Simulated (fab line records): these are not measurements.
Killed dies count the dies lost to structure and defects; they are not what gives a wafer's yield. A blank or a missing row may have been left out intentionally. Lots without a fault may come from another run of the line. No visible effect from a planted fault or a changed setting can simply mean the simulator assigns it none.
fab line records	flow sky130	part 1 of 2: steps 1 to 25 of 36
[record] lots = 5	wafers = 15	lastDay = 48
route steps=708 shown LDD_HVN@268 LDD_HVP@278 LDD_LDN@289
lots that met no fault: from a run of the same line without faults
startH: hours from the record's first day to the start of the lot's first wafer shown	waitH: hours since the lot's step before	" repeats the value in the row above	L1.1+2: a single row standing in for several wafers	- no value, or no start was given	* or withheld: withheld	< > ~ a bound
route shown NAME@n: a module of which the file shows steps, and the number in the route of the first	usual: mean and standard deviation over wafers with no fault	same: alike in all rows	chamber/n: place in a boat	sites: readings site by site	_std_site: the values' standard deviation	_edge_site: mean of outer sites minus mean of inner sites	radiusMm: for every site, how far away it sits from the centre of the wafer	mask NAME#n: copy n	behind: the most recent tool/chamber to have shaped the wafer	hold: why the lot was held/for how many hours/how that ended	device: names the non-switching transistor (n, p or np)	end of line: tests run on the same wafers once the route is complete	step lacking rows: just its recipe	killed: at the first sort, the dies lost to defects and structure; wafer yield is something else	map: per-die view of a wafer (x killed, . not killed, _ where there is no die)
set.NAME: the setting as run; set.NAME@STEP: as run at that earlier step	model.NAME: the simulator's own value behind a step, which no gauge read
a table for each step, a row for each wafer; lots at some steps of the route
services: a tool's chamber out of use, with start hour (startH, from the record's first day; less than 0 if before it), hours out, and reason
[[steps]]
[step SKY_LDD_HVN_HMDS_01]
[recipe] primeTimeS = 60	primeTempC = 120
[usual] resistLineTempC = 23.00/0.1
[same] primeTimeS = 60
lot.wafer	tool	chamber	startH	waitH	resistLineTempC
L077.1	lithoTrack-01	0	480.87	0.1	22.99
L077.4	"	0	"	"	23.01
L077.6	"	0	"	"	23.10
L078.2	lithoTrack-03	0	490.60	0.1	22.97
L078.3	"	0	"	"	23.09
L078.5	"	0	"	"	22.97
L079.1	lithoTrack-03	0	494.62	0.1	23.02
L079.3	"	0	"	"	22.84
L079.5	"	0	"	"	23.14
L084.1	lithoTrack-04	0	542.78	0.1	23.00
L084.3	"	0	"	"	22.95
L084.4	"	0	"	"	22.88
L087.1	lithoTrack-01	0	563.82	0.1	23.01
L087.4	"	0	"	"	22.96
L087.6	"	0	"	"	22.84
[step SKY_LDD_HVN_COAT_02]
[recipe] resist = NOVOLAK	spinRpm = 3000	resistThkNm = 300
[usual] resistLineTempC = 23.04/0.11
lot.wafer	tool	chamber	startH	waitH	resistLineTempC
L077.1	lithoTrack-01	0	481.02	0.1	23.18
L077.4	"	0	"	"	23.09
L077.6	"	0	"	"	22.96
L078.2	lithoTrack-03	0	490.75	0.1	22.89
L078.3	"	0	"	"	23.16
L078.5	"	0	"	"	22.91
L079.1	lithoTrack-03	0	494.77	0.1	23.03
L079.3	"	0	"	"	22.88
L079.5	"	0	"	"	22.96
L084.1	lithoTrack-04	0	542.93	0.1	22.94
L084.3	"	0	"	"	22.92
L084.4	"	0	"	"	22.88
L087.1	lithoTrack-01	0	563.97	0.1	22.90
L087.4	"	0	"	"	22.89
L087.6	"	0	"	"	22.92
[step SKY_LDD_HVN_SOFTBAKE_03]
[recipe] tempC = 90	timeS = 60	resist = NOVOLAK
[usual] resistLineTempC = 23.01/0.11
lot.wafer	tool	chamber	startH	waitH	resistLineTempC
L077.1	lithoTrack-01	0	481.17	0.1	22.99
L077.4	"	0	"	"	23.04
L077.6	"	0	"	"	22.95
L078.2	lithoTrack-03	0	490.90	0.1	22.82
L078.3	"	0	"	"	22.96
L078.5	"	0	"	"	22.99
L079.1	lithoTrack-03	0	494.92	0.1	23.31
L079.3	"	0	"	"	23.01
L079.5	"	0	"	"	23.11
L084.1	lithoTrack-04	0	543.08	0.1	22.92
L084.3	"	0	"	"	22.92
L084.4	"	0	"	"	23.08
L087.1	lithoTrack-01	0	564.12	0.1	22.92
L087.4	"	0	"	"	22.84
L087.6	"	0	"	"	22.98
[step SKY_LDD_HVN_EXPOSE_04]
[recipe] maskId = HVNTM	na = 0.6	sourceShape = conventional	sigmaOuter = 0.6	polarization = unpolarized	targetCdNm = 700	doseMj = 127
[usual] reticleTempC = 22.97/0.1
lot.wafer	tool	chamber	startH	waitH	mask	reticleTempC
L077.1	ilineStepper-02	0	-	-	HVNTM#0	22.95
L077.4	"	0	"	"	HVNTM#0	22.95
L077.6	"	0	"	"	HVNTM#0	23.02
L078.2	ilineStepper-02	0	-	-	HVNTM#0	22.99
L078.3	"	0	"	"	HVNTM#0	22.98
L078.5	"	0	"	"	HVNTM#0	22.82
L079.1	ilineStepper-01	0	-	-	HVNTM#0	22.83
L079.3	"	0	"	"	HVNTM#0	22.93
L079.5	"	0	"	"	HVNTM#0	22.92
L084.1	ilineStepper-02	0	-	-	HVNTM#0	23.08
L084.3	"	0	"	"	HVNTM#0	22.94
L084.4	"	0	"	"	HVNTM#0	23.06
L087.1	ilineStepper-02	0	-	-	HVNTM#0	22.82
L087.4	"	0	"	"	HVNTM#0	22.83
L087.6	"	0	"	"	HVNTM#0	22.82
[step SKY_LDD_HVN_PEB_05]
[recipe] tempC = withheld	timeS = *	resist = NOVOLAK
[usual] resistLineTempC = *
lot.wafer	tool	chamber	startH	waitH	resistLineTempC
L077.1	lithoTrack-01	0	-	-	*
L077.4	"	0	"	"	*
L077.6	"	0	"	"	*
L078.2	lithoTrack-04	0	-	-	*
L078.3	"	0	"	"	*
L078.5	"	0	"	"	*
L079.1	lithoTrack-01	0	-	-	*
L079.3	"	0	"	"	*
L079.5	"	0	"	"	*
L084.1	lithoTrack-01	0	-	-	*
L084.3	"	0	"	"	*
L084.4	"	0	"	"	*
L087.1	lithoTrack-03	0	-	-	*
L087.4	"	0	"	"	*
L087.6	"	0	"	"	*
[step SKY_LDD_HVN_DEVELOP_06]
[recipe] resist = NOVOLAK	developer = TMAH	developTimeS = 60	devTempC = 23
[usual] resistLineTempC = 22.97/0.1
lot.wafer	tool	chamber	startH	waitH	resistLineTempC
L077.1	lithoTrack-01	0	496.67	0.1	22.97
L077.4	"	0	"	"	22.76
L077.6	"	0	"	"	22.93
L078.2	lithoTrack-04	0	506.60	0.1	22.99
L078.3	"	0	"	"	22.93
L078.5	"	0	"	"	22.88
L079.1	lithoTrack-01	0	510.27	0.1	22.99
L079.3	"	0	"	"	23.15
L079.5	"	0	"	"	23.01
L084.1	lithoTrack-01	0	558.52	0.1	22.80
L084.3	"	0	"	"	22.98
L084.4	"	0	"	"	22.84
L087.1	lithoTrack-03	0	578.92	0.1	23.04
L087.4	"	0	"	"	23.03
L087.6	"	0	"	"	22.95
[step SKY_LDD_HVN_OVL_MEAS_07]
[usual] LDD_HVN_OVL = -0.8/1.5
lot.wafer	tool	chamber	startH	waitH	LDD_HVN_OVL[nm]
L077.1	overlay-02	-	496.82	0.1	-1.3
L077.4	"	-	"	"	-2.7
L077.6	"	-	"	"	0.3
L078.2	overlay-02	-	506.73	0.1	-4.1
L078.3	"	-	"	"	-3.6
L078.5	"	-	"	"	-3.7
L079.1	overlay-02	-	510.42	0.1	0.3
L079.3	"	-	"	"	0.7
L079.5	"	-	"	"	0.4
L084.1	overlay-02	-	558.67	0.1	1.5
L084.3	"	-	"	"	-1.5
L084.4	"	-	"	"	-0.8
L087.1	overlay-01	-	579.07	0.1	-0.4
L087.4	"	-	"	"	1.3
L087.6	"	-	"	"	0.1
[step SKY_LDD_HVN_IMPLANT_08]
[recipe] species = P	energyKev = 60	doseCm2 = 3e+13	tiltDeg = 40
lot.wafer	tool	chamber	startH	waitH
L077.1+4+6	implanter-03	0	496.85	0.0
L078.2+3+5	implanter-02	0	506.79	0.0
L079.1+3+5	implanter-04	0	510.45	0.0
L084.1+3+4	implanter-02	0	558.72	0.0
L087.1+4+6	implanter-04	0	579.11	0.0
[step SKY_LDD_HVN_STRIP_09]
[recipe] chemistry = O2/N2	powerW = 1400	pressureMtorr = 1500	platenTempC = withheld	o2FlowSccm = 3000	n2FlowSccm = 300	overashFraction = 0.5
[usual] drypumpMotorCurrentA = 5.9/0.37	n2FlowSccm = 299.9/0.83	oesProductAu = 0.409/0.0047	stripTimeToEndpointS = 4.134/0.016
lot.wafer	tool	chamber	startH	waitH	drypumpMotorCurrentA	n2FlowSccm	oesProductAu	rfHoursCounterH	stripTimeToEndpointS
L077.1	plasmaAsher-04	0	497.00	0.1	5.4	299.1	0.400	7	4.115
L077.4	"	1	"	"	5.8	299.0	0.412	-	4.141
L077.6	"	1	"	"	5.8	298.8	0.415	-	4.154
L078.2	plasmaAsher-03	0	506.91	0.1	6.3	298.3	0.410	82	4.152
L078.3	"	0	"	"	6.3	298.3	0.407	-	4.136
L078.5	"	0	"	"	6.3	298.9	0.407	-	4.144
L079.1	plasmaAsher-02	1	510.60	0.1	5.7	299.7	0.415	66	4.168
L079.3	"	1	"	"	5.8	300.1	0.412	-	4.129
L079.5	"	1	"	"	5.7	299.1	0.404	-	4.135
L084.1	plasmaAsher-02	0	558.87	0.1	6.5	301.7	0.410	70	4.139
L084.3	"	0	"	"	6.4	300.7	0.403	-	4.112
L084.4	"	1	"	"	5.8	300.6	0.409	-	4.104
L087.1	plasmaAsher-02	1	579.26	0.1	5.8	300.1	0.408	73	4.147
L087.4	"	0	"	"	6.5	299.9	0.409	-	4.118
L087.6	"	1	"	"	5.8	300.9	0.417	-	4.134
[step SKY_LDD_HVN_TW_MEAS_10]
[usual] LDD_HVN_TW = 1441/9.9
lot.wafer	tool	chamber	startH	waitH	LDD_HVN_TW
L077.1	filmMetro-04	-	497.10	0.1	1431
L077.4	"	-	"	"	1427
L077.6	"	-	"	"	1427
L078.2	filmMetro-04	-	507.02	0.1	1430
L078.3	"	-	"	"	1424
L078.5	"	-	"	"	1429
L079.1	filmMetro-04	-	510.70	0.1	1427
L079.3	"	-	"	"	1418
L079.5	"	-	"	"	1429
L084.1	filmMetro-04	-	558.97	0.1	1429
L084.3	"	-	"	"	1434
L084.4	"	-	"	"	1434
L087.1	filmMetro-01	-	579.36	0.1	1444
L087.4	"	-	"	"	1463
L087.6	"	-	"	"	1445
[step SKY_LDD_HVP_DEHYDRATE_00]
[recipe] tempC = 200	timeS = 60
[usual] resistLineTempC = 23.01/0.11
lot.wafer	tool	chamber	startH	waitH	resistLineTempC
L077.1	lithoTrack-01	0	511.32	14.2	22.95
L077.4	"	0	"	"	23.01
L077.6	"	0	"	"	22.79
L078.2	lithoTrack-03	0	521.45	14.4	22.96
L078.3	"	0	"	"	23.07
L078.5	"	0	"	"	23.11
L079.1	lithoTrack-01	0	526.07	15.4	22.97
L079.3	"	0	"	"	22.98
L079.5	"	0	"	"	23.06
L084.1	lithoTrack-03	0	572.97	14.0	22.93
L084.3	"	0	"	"	22.97
L084.4	"	0	"	"	22.97
L087.1	lithoTrack-01	0	593.42	14.1	23.01
L087.4	"	0	"	"	22.98
L087.6	"	0	"	"	23.04
[step SKY_LDD_HVP_HMDS_01]
[recipe] primeTimeS = 60	primeTempC = 120
[usual] resistLineTempC = 22.99/0.1
[same] primeTimeS = 60
lot.wafer	tool	chamber	startH	waitH	resistLineTempC
L077.1	lithoTrack-01	0	511.47	0.1	23.04
L077.4	"	0	"	"	23.03
L077.6	"	0	"	"	23.08
L078.2	lithoTrack-03	0	521.60	0.1	22.96
L078.3	"	0	"	"	23.20
L078.5	"	0	"	"	23.03
L079.1	lithoTrack-01	0	526.22	0.1	22.89
L079.3	"	0	"	"	22.98
L079.5	"	0	"	"	22.84
L084.1	lithoTrack-03	0	573.12	0.1	22.93
L084.3	"	0	"	"	23.05
L084.4	"	0	"	"	22.97
L087.1	lithoTrack-01	0	593.57	0.1	23.03
L087.4	"	0	"	"	22.95
L087.6	"	0	"	"	23.07
[step SKY_LDD_HVP_COAT_02]
[recipe] resist = NOVOLAK	spinRpm = 3000	resistThkNm = 300
[usual] resistLineTempC = 22.98/0.1
lot.wafer	tool	chamber	startH	waitH	resistLineTempC
L077.1	lithoTrack-01	0	511.62	0.1	22.88
L077.4	"	0	"	"	22.95
L077.6	"	0	"	"	23.11
L078.2	lithoTrack-03	0	521.75	0.1	22.92
L078.3	"	0	"	"	22.95
L078.5	"	0	"	"	23.05
L079.1	lithoTrack-01	0	526.37	0.1	23.00
L079.3	"	0	"	"	22.97
L079.5	"	0	"	"	23.04
L084.1	lithoTrack-03	0	573.27	0.1	22.94
L084.3	"	0	"	"	23.16
L084.4	"	0	"	"	22.84
L087.1	lithoTrack-01	0	593.72	0.1	23.10
L087.4	"	0	"	"	23.04
L087.6	"	0	"	"	23.09
[step SKY_LDD_HVP_SOFTBAKE_03]
[recipe] tempC = 90	timeS = 60	resist = NOVOLAK
[usual] resistLineTempC = 23.00/0.1
lot.wafer	tool	chamber	startH	waitH	resistLineTempC
L077.1	lithoTrack-01	0	511.77	0.1	22.87
L077.4	"	0	"	"	23.00
L077.6	"	0	"	"	23.05
L078.2	lithoTrack-03	0	521.90	0.1	22.87
L078.3	"	0	"	"	22.84
L078.5	"	0	"	"	22.84
L079.1	lithoTrack-01	0	526.52	0.1	22.87
L079.3	"	0	"	"	22.87
L079.5	"	0	"	"	22.91
L084.1	lithoTrack-03	0	573.42	0.1	23.08
L084.3	"	0	"	"	22.93
L084.4	"	0	"	"	23.10
L087.1	lithoTrack-01	0	593.87	0.1	23.01
L087.4	"	0	"	"	22.95
L087.6	"	0	"	"	22.90
[step SKY_LDD_HVP_EXPOSE_04]
[recipe] maskId = HVPTM	na = 0.6	sourceShape = conventional	sigmaOuter = 0.6	polarization = unpolarized	targetCdNm = 700	doseMj = 86
[usual] reticleTempC = 22.97/0.12
lot.wafer	tool	chamber	startH	waitH	mask	reticleTempC
L077.1	ilineStepper-01	0	-	-	HVPTM#0	22.82
L077.4	"	0	"	"	HVPTM#0	22.89
L077.6	"	0	"	"	HVPTM#0	22.88
L078.2	ilineStepper-01	0	-	-	HVPTM#0	22.97
L078.3	"	0	"	"	HVPTM#0	22.81
L078.5	"	0	"	"	HVPTM#0	22.90
L079.1	ilineStepper-01	0	-	-	HVPTM#0	22.96
L079.3	"	0	"	"	HVPTM#0	22.85
L079.5	"	0	"	"	HVPTM#0	22.79
L084.1	ilineStepper-02	0	-	-	HVPTM#0	23.19
L084.3	"	0	"	"	HVPTM#0	22.96
L084.4	"	0	"	"	HVPTM#0	23.13
L087.1	ilineStepper-01	0	-	-	HVPTM#0	22.99
L087.4	"	0	"	"	HVPTM#0	23.01
L087.6	"	0	"	"	HVPTM#0	23.10
[step SKY_LDD_HVP_PEB_05]
[recipe] tempC = withheld	timeS = *	resist = NOVOLAK
[usual] resistLineTempC = *
lot.wafer	tool	chamber	startH	waitH	resistLineTempC
L077.1	lithoTrack-03	0	-	-	*
L077.4	"	0	"	"	*
L077.6	"	0	"	"	*
L078.2	lithoTrack-02	0	-	-	*
L078.3	"	0	"	"	*
L078.5	"	0	"	"	*
L079.1	lithoTrack-02	0	-	-	*
L079.3	"	0	"	"	*
L079.5	"	0	"	"	*
L084.1	lithoTrack-01	0	-	-	*
L084.3	"	0	"	"	*
L084.4	"	0	"	"	*
L087.1	lithoTrack-02	0	-	-	*
L087.4	"	0	"	"	*
L087.6	"	0	"	"	*
[step SKY_LDD_HVP_DEVELOP_06]
[recipe] resist = NOVOLAK	developer = TMAH	developTimeS = 60	devTempC = 23
[usual] resistLineTempC = 23.00/0.1
lot.wafer	tool	chamber	startH	waitH	resistLineTempC
L077.1	lithoTrack-03	0	527.12	0.1	22.95
L077.4	"	0	"	"	23.13
L077.6	"	0	"	"	23.21
L078.2	lithoTrack-02	0	536.91	0.1	23.04
L078.3	"	0	"	"	23.01
L078.5	"	0	"	"	22.87
L079.1	lithoTrack-02	0	540.98	0.1	23.12
L079.3	"	0	"	"	23.11
L079.5	"	0	"	"	22.90
L084.1	lithoTrack-01	0	588.22	0.1	22.99
L084.3	"	0	"	"	23.00
L084.4	"	0	"	"	22.86
L087.1	lithoTrack-02	0	608.33	0.1	22.97
L087.4	"	0	"	"	22.89
L087.6	"	0	"	"	22.94
[step SKY_LDD_HVP_OVL_MEAS_07]
[usual] LDD_HVP_OVL = -0.4/1.3
lot.wafer	tool	chamber	startH	waitH	LDD_HVP_OVL[nm]
L077.1	overlay-01	-	527.27	0.1	0.6
L077.4	"	-	"	"	0.3
L077.6	"	-	"	"	0.5
L078.2	overlay-01	-	537.04	0.1	-1.0
L078.3	"	-	"	"	-0.3
L078.5	"	-	"	"	-2.6
L079.1	overlay-02	-	541.13	0.1	-2.4
L079.3	"	-	"	"	-0.2
L079.5	"	-	"	"	-2.7
L084.1	overlay-02	-	588.37	0.1	1.4
L084.3	"	-	"	"	1.3
L084.4	"	-	"	"	2.3
L087.1	overlay-01	-	608.48	0.1	-1.8
L087.4	"	-	"	"	-0.2
L087.6	"	-	"	"	-0.3
[step SKY_LDD_HVP_IMPLANT_08]
[recipe] species = B	energyKev = 20	doseCm2 = 1.7e+13	tiltDeg = 17.9
lot.wafer	tool	chamber	startH	waitH
L077.1+4+6	implanter-03	0	527.31	0.0
L078.2+3+5	implanter-02	0	537.09	0.0
L079.1+3+5	implanter-01	0	541.17	0.0
L084.1+3+4	implanter-02	0	588.40	0.0
L087.1+4+6	implanter-01	0	608.52	0.0
[step SKY_LDD_HVP_STRIP_09]
[recipe] chemistry = O2/N2	powerW = 1400	pressureMtorr = 1500	platenTempC = withheld	o2FlowSccm = 3000	n2FlowSccm = 300	overashFraction = 0.5
[usual] drypumpMotorCurrentA = 5.7/0.35	n2FlowSccm = 300.1/1	oesProductAu = 0.409/0.0046	stripTimeToEndpointS = 4.140/0.014
lot.wafer	tool	chamber	startH	waitH	drypumpMotorCurrentA	n2FlowSccm	oesProductAu	rfHoursCounterH	stripTimeToEndpointS
L077.1	plasmaAsher-03	0	527.46	0.1	6.3	301.8	0.419	84	4.138
L077.4	"	0	"	"	6.2	301.5	0.407	-	4.160
L077.6	"	0	"	"	6.3	299.9	0.410	-	4.158
L078.2	plasmaAsher-04	1	537.22	0.1	5.7	302.0	0.413	11	4.150
L078.3	"	0	"	"	5.4	299.6	0.412	-	4.167
L078.5	"	0	"	"	5.4	299.7	0.419	-	4.158
L079.1	plasmaAsher-04	1	541.32	0.1	5.7	299.6	0.410	11	4.155
L079.3	"	0	"	"	5.4	302.7	0.408	-	4.143
L079.5	"	0	"	"	5.4	300.4	0.409	-	4.163
L084.1	plasmaAsher-04	1	588.55	0.1	5.8	300.1	0.404	17	4.129
L084.3	"	0	"	"	5.4	298.0	0.415	-	4.137
L084.4	"	1	"	"	5.7	299.6	0.404	-	4.126
L087.1	plasmaAsher-04	1	608.67	0.1	5.8	298.3	0.408	19	4.141
L087.4	"	0	"	"	5.4	299.5	0.415	-	4.133
L087.6	"	1	"	"	5.8	299.8	0.411	-	4.158
[step SKY_LDD_HVP_TW_MEAS_10]
[usual] LDD_HVP_TW = 457.5/2.5
lot.wafer	tool	chamber	startH	waitH	LDD_HVP_TW
L077.1	filmMetro-02	-	527.56	0.1	455.2
L077.4	"	-	"	"	458.4
L077.6	"	-	"	"	456.5
L078.2	filmMetro-02	-	537.33	0.1	460.3
L078.3	"	-	"	"	461.4
L078.5	"	-	"	"	459.9
L079.1	filmMetro-04	-	541.42	0.1	456.3
L079.3	"	-	"	"	456.4
L079.5	"	-	"	"	455.8
L084.1	filmMetro-04	-	588.65	0.1	458.4
L084.3	"	-	"	"	457.0
L084.4	"	-	"	"	457.2
L087.1	filmMetro-03	-	608.77	0.1	460.1
L087.4	"	-	"	"	460.1
L087.6	"	-	"	"	460.6
[step SKY_LDD_LDN_DEHYDRATE_00]
[recipe] tempC = 200	timeS = 60
[usual] resistLineTempC = 22.99/0.098
lot.wafer	tool	chamber	startH	waitH	resistLineTempC
L077.1	lithoTrack-02	0	541.73	14.2	23.08
L077.4	"	0	"	"	23.03
L077.6	"	0	"	"	23.14
L078.2	lithoTrack-02	0	551.61	14.3	23.05
L078.3	"	0	"	"	23.06
L078.5	"	0	"	"	23.00
L079.1	lithoTrack-04	0	556.13	14.7	23.01
L079.3	"	0	"	"	23.02
L079.5	"	0	"	"	22.88
L084.1	lithoTrack-04	0	602.48	13.8	22.95
L084.3	"	0	"	"	22.91
L084.4	"	0	"	"	23.02
L087.1	lithoTrack-01	0	623.07	14.3	22.99
L087.4	"	0	"	"	22.99
L087.6	"	0	"	"	22.78
[step SKY_LDD_LDN_HMDS_01]
[recipe] primeTimeS = 60	primeTempC = 120
[usual] resistLineTempC = 23.00/0.091
[same] primeTimeS = 60
lot.wafer	tool	chamber	startH	waitH	resistLineTempC
L077.1	lithoTrack-02	0	541.88	0.1	22.89
L077.4	"	0	"	"	23.00
L077.6	"	0	"	"	22.91
L078.2	lithoTrack-02	0	551.76	0.1	22.83
L078.3	"	0	"	"	22.93
L078.5	"	0	"	"	22.94
L079.1	lithoTrack-04	0	556.28	0.1	22.96
L079.3	"	0	"	"	23.18
L079.5	"	0	"	"	23.03
L084.1	lithoTrack-04	0	602.63	0.1	22.99
L084.3	"	0	"	"	23.05
L084.4	"	0	"	"	22.93
L087.1	lithoTrack-01	0	623.22	0.1	23.00
L087.4	"	0	"	"	22.92
L087.6	"	0	"	"	22.90
[step SKY_LDD_LDN_COAT_02]
[recipe] resist = NOVOLAK	spinRpm = 3000	resistThkNm = 1140
[usual] resistLineTempC = 23.00/0.098
lot.wafer	tool	chamber	startH	waitH	resistLineTempC
L077.1	lithoTrack-02	0	542.03	0.1	23.01
L077.4	"	0	"	"	22.97
L077.6	"	0	"	"	22.97
L078.2	lithoTrack-02	0	551.91	0.1	23.09
L078.3	"	0	"	"	22.99
L078.5	"	0	"	"	23.01
L079.1	lithoTrack-04	0	556.43	0.1	23.08
L079.3	"	0	"	"	23.03
L079.5	"	0	"	"	22.96
L084.1	lithoTrack-04	0	602.78	0.1	22.82
L084.3	"	0	"	"	22.98
L084.4	"	0	"	"	22.90
L087.1	lithoTrack-01	0	623.37	0.1	22.96
L087.4	"	0	"	"	22.90
L087.6	"	0	"	"	22.95
[step SKY_LDD_LDN_SOFTBAKE_03]
[recipe] tempC = 90	timeS = 60	resist = NOVOLAK
[usual] resistLineTempC = 22.98/0.1
lot.wafer	tool	chamber	startH	waitH	resistLineTempC
L077.1	lithoTrack-02	0	542.18	0.1	22.96
L077.4	"	0	"	"	23.04
L077.6	"	0	"	"	22.94
L078.2	lithoTrack-02	0	552.06	0.1	23.03
L078.3	"	0	"	"	23.02
L078.5	"	0	"	"	23.00
L079.1	lithoTrack-04	0	556.58	0.1	22.92
L079.3	"	0	"	"	23.00
L079.5	"	0	"	"	23.07
L084.1	lithoTrack-04	0	602.93	0.1	22.98
L084.3	"	0	"	"	22.97
L084.4	"	0	"	"	22.98
L087.1	lithoTrack-01	0	623.52	0.1	23.06
L087.4	"	0	"	"	22.96
L087.6	"	0	"	"	22.96
